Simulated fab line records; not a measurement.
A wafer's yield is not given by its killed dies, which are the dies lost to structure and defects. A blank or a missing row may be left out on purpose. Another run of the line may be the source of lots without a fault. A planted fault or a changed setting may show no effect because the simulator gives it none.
The tool behind it: which one? -- flow sky130 -- Sampling: 13 lots, 39 wafers, 2 of 708 route steps

## WHAT THE GAUGES READ, wafer by wafer
SKY_METAL4_CD_MEAS_13: the cd target is 300 nm.
lot,measured,on,cd-nm (nm)
L734,day 41 19:19,cd-sem-02,301.0 300.3 298.9
L735,day 41 20:10,cd-sem-01,299.6 297.0 297.6
L737,day 43 08:31,cd-sem-01,300.4 301.7 301.2
L743,day 45 11:15,cd-sem-02,299.0 297.7 298.0
L744,day 45 13:54,cd-sem-02,299.7 298.7 299.5
L746,day 45 15:47,cd-sem-01,303.5 303.0 303.2
L745,day 45 16:07,cd-sem-02,304.2 303.3 303.9
L747,day 45 16:25,cd-sem-01,300.5 300.5 300.2
L749,day 46 03:43,cd-sem-01,298.0 297.8 298.6
L751,day 46 05:08,cd-sem-02,299.5 299.9 300.5
L753,day 46 18:18,cd-sem-02,298.8 299.8 299.4
L755,day 48 03:58,cd-sem-02,300.9 299.6 299.0
L756,day 48 05:07,cd-sem-01,301.1 301.2 299.9

## WHAT TOOL EACH LOT RAN ON (gives the tool, then ch and the chambers of the sampled wafers, and finally the start)
lot,SKY_CONTACT_ETCH_18
L734,"rie-diel-04 ch 0,1,3, day 31 15:00"
L735,"rie-diel-03 ch 1,2,3, day 31 17:00"
L737,"rie-diel-02 ch 1,2,3, day 33 07:00"
L743,"rie-diel-02 ch 0,2, day 35 20:00"
L744,"rie-diel-03 ch 0,1, day 36 00:00"
L746,"rie-diel-04 ch 1,2, day 36 00:00"
L745,"rie-diel-02 ch 0,1,3, day 36 02:00"
L747,"rie-diel-04 ch 1,2,3, day 36 02:00"
L749,"rie-diel-03 ch 0,1,2, day 36 17:00"
L751,"rie-diel-04 ch 0,2, day 36 23:00"
L753,"rie-diel-03 ch 0,3, day 37 13:00"
L755,"rie-diel-03 ch 0,2,3, day 39 09:00"
L756,"rie-diel-02 ch 0,1,3, day 39 09:00"
- SKY_CONTACT_ETCH_18: etches Si3N4 in CHF3/O2, stops on TiN, time 39 s, target depth 75 nm.

## AS READ BY THE TOOLS THEMSELVES (means over the sampled wafers that have a number; for cases with no such wafer, the mark the record gives instead)
SKY_CONTACT_ETCH_18.
lot,tool,chamber-pressure-mTorr (mTorr),drypump-motor-current-A (A),oes-product-au (a.u.),throttle-valve-pct (%)
L734,rie-diel-04,39.97,5.3,0.850,8.801
L735,rie-diel-03,40.00,5.7,0.847,8.793
L737,rie-diel-02,40.01,5.4,0.862,8.796
L743,rie-diel-02,40.00,5.4,0.846,8.799
L744,rie-diel-03,39.99,5.3,0.851,8.788
L746,rie-diel-04,40.01,6.1,0.856,8.793
L745,rie-diel-02,40.02,6.0,0.852,8.797
L747,rie-diel-04,39.99,5.8,0.848,8.787
L749,rie-diel-03,40.00,5.6,0.848,8.788
L751,rie-diel-04,40.01,5.3,0.842,8.781
L753,rie-diel-03,40.00,6.0,0.854,8.791
L755,rie-diel-03,40.00,5.9,0.857,8.801
L756,rie-diel-02,40.00,6.0,0.848,8.795

## THE ANSWER, worked out from the rows above alone
Rule: the lots themselves supply what counts as usual. The widest of any qualifying gaps counts: lots, ordered by their means at a reading, are off when they make up no more than a third of the lots, leave a main group of 4 or more, and stand apart from it by 3 or more times the standard deviation of that group's means. The tables above print the reading to a certain number of digits; a main group whose means all agree to those digits is not used. A lot without any number at a reading at which 4 lots or more have one is off too. All remaining lots with rows at the step are treated as sound. The gauges are gone through in route order, then the tools' own readings, and for those a lot's mean is taken as printed above. The first step at which some lot is off is used, and at that step the reading that is off furthest; a lot without a number counts as furthest.
None of the lots is off at any reading shown; this tells nothing.

## WHAT THE SIMULATOR PUT IN
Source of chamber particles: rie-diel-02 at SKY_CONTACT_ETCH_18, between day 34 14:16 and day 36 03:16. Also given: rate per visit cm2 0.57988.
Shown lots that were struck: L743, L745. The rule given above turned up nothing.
